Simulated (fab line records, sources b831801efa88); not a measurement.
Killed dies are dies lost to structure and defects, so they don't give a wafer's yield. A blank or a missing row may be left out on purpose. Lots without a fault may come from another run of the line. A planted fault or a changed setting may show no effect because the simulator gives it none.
Chamber matching | flow gf180mcu | GF_MIM_CVD_05 on pecvd-01: 3 sister chambers
The step deposits Si3N4, target thk 42 nm, time 29.086 s. 16 wafers are shown with their chamber, then 8 later ones without.

WAFERS WITH THEIR CHAMBER
wafer  | chamber | heater_power_w (W) | rf_fwd_power_W (W)
L860.2 | 1       | 571                | 444.6
L860.4 | 2       | 632                | 443.6
L860.6 | 1       | 577                | 445.9
L864.2 | 2       | 568                | 445.3
L864.5 | 2       | 586                | 445.2
L864.6 | 1       | 528                | 442.5
L865.1 | 2       | 609                | 443.5
L865.2 | 1       | 592                | 445.5
L865.4 | 1       | 574                | 445.8
L867.1 | 0       | 937                | 441.2
L867.2 | 2       | 574                | 445.4
L867.4 | 2       | 606                | 445.7
L870.2 | 2       | 593                | 445.1
L870.4 | 2       | 592                | 445.7
L870.6 | 1       | 617                | 443.9
L879.1 | 0       | 899                | 439.8

SIGNATURES (means of the wafers above)
reading        | chamber 0 | chamber 1 | chamber 2 | scatter within a chamber
heater_power_w | 918.00    | 576.50    | 595.00    | 24.7
rf_fwd_power_W | 440.500   | 444.700   | 444.938   | 1.08
Rule: a wafer's distance from a chamber is the root of the sum, over the readings, of the square of ((its reading less the chamber's mean) divided by the reading's scatter). The wafer belongs to the nearest chamber; if the next one is less than 2 further off, it can't be placed. The scatter: the root of (the sum of the squares of (reading less its chamber's mean) over the shown wafers, divided by (wafers less chambers)).

WAFERS WITHOUT THEIR CHAMBER
wafer  | heater_power_w (W) | rf_fwd_power_W (W)
L879.5 | 601                | 444.1
L879.6 | 598                | 444.1
L880.1 | 607                | 444.3
L880.3 | 654                | 444.5
L880.6 | 601                | 445.8
L883.1 | 975                | 440.1
L883.4 | 608                | 444.0
L883.6 | 989                | 439.9

WHICH CHAMBER EACH WENT THROUGH
wafer  | from the rows above     | in truth
L879.5 | can't be placed: 2 or 1 | 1
L879.6 | can't be placed: 2 or 1 | 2
L880.1 | can't be placed: 2 or 1 | 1
L880.3 | can't be placed: 2 or 1 | 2
L880.6 | can't be placed: 2 or 1 | 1
L883.1 | 0                       | 0
L883.4 | can't be placed: 2 or 1 | 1
L883.6 | 0                       | 0
Placed correctly: 2 of 8. Can't be placed from these rows: 6 (the true chamber is among the candidates in 6). Placed wrongly: 0.
